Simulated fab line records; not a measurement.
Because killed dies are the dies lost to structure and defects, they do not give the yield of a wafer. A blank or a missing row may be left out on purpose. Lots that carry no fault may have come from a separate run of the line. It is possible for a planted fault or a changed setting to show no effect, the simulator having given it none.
Which of the tools did it? | flow gf180mcu | Sampling: 7 lots, 21 wafers, 2 of 602 route steps

== WHAT EACH GAUGE READ, for each wafer ==
GF_DUAL_GATE_OVL_MEAS_11.
lot  | measured     | on         | DUAL_GATE_OVL (nm)
L147 | day 9 04:34  | overlay-02 | 3.0 3.1 3.0
L149 | day 9 14:49  | overlay-02 | - - -
L157 | day 12 06:19 | overlay-01 | 0.5 -1.0 -0.7
L161 | day 13 05:42 | overlay-02 | -0.4 -1.2 0.4
L163 | day 13 20:19 | overlay-02 | 1.9 3.7 0.5
L165 | day 14 11:30 | overlay-02 | -1.1 -0.2 0.7
L167 | day 15 00:43 | overlay-01 | 0.1 1.6 1.2

== WHAT TOOL EACH LOT RAN ON (gives the tool, then ch and the chambers of the sampled wafers, and finally the start) ==
lot  | GF_DUAL_GATE_COAT_06
L147 | litho_track-04 ch 0, day 8 20:14
L149 | litho_track-03, day 9 06:18
L157 | litho_track-03 ch 0, day 11 20:23
L161 | litho_track-03 ch 0, day 12 19:12
L163 | litho_track-04 ch 0, day 13 10:17
L165 | litho_track-03 ch 0, day 14 00:42
L167 | litho_track-03 ch 0, day 14 14:13
- GF_DUAL_GATE_COAT_06: resist thk 1000 nm.

== THE ANSWER, worked out from the rows above alone ==
Rule: the lots themselves supply what counts as usual. The widest of any qualifying gaps counts: lots, ordered by their means at a reading, are off when they make up no more than a third of the lots, leave a main group of 4 or more, and stand apart from it by 3 or more times the standard deviation of that group's means. If all means in a main group match to the digits the tables above print for the reading, that group is not used. A lot without any number at a reading at which 4 lots or more have one is off too. All remaining lots with rows at the step are treated as sound.
Off: L149, at GF_DUAL_GATE_OVL_MEAS_11 (DUAL_GATE_OVL). Without a number there: L149. Main group: mean 0.8 nm, sd 1.3.
If a tool, at a process step before that reading, ran all the lots that are off and no sound lot after the first of them, it fits. Those tools and the gauges at GF_DUAL_GATE_OVL_MEAS_11 are tried in the same way. Not one of the candidates tried fits.

== WHAT THE SIMULATOR PUT IN ==
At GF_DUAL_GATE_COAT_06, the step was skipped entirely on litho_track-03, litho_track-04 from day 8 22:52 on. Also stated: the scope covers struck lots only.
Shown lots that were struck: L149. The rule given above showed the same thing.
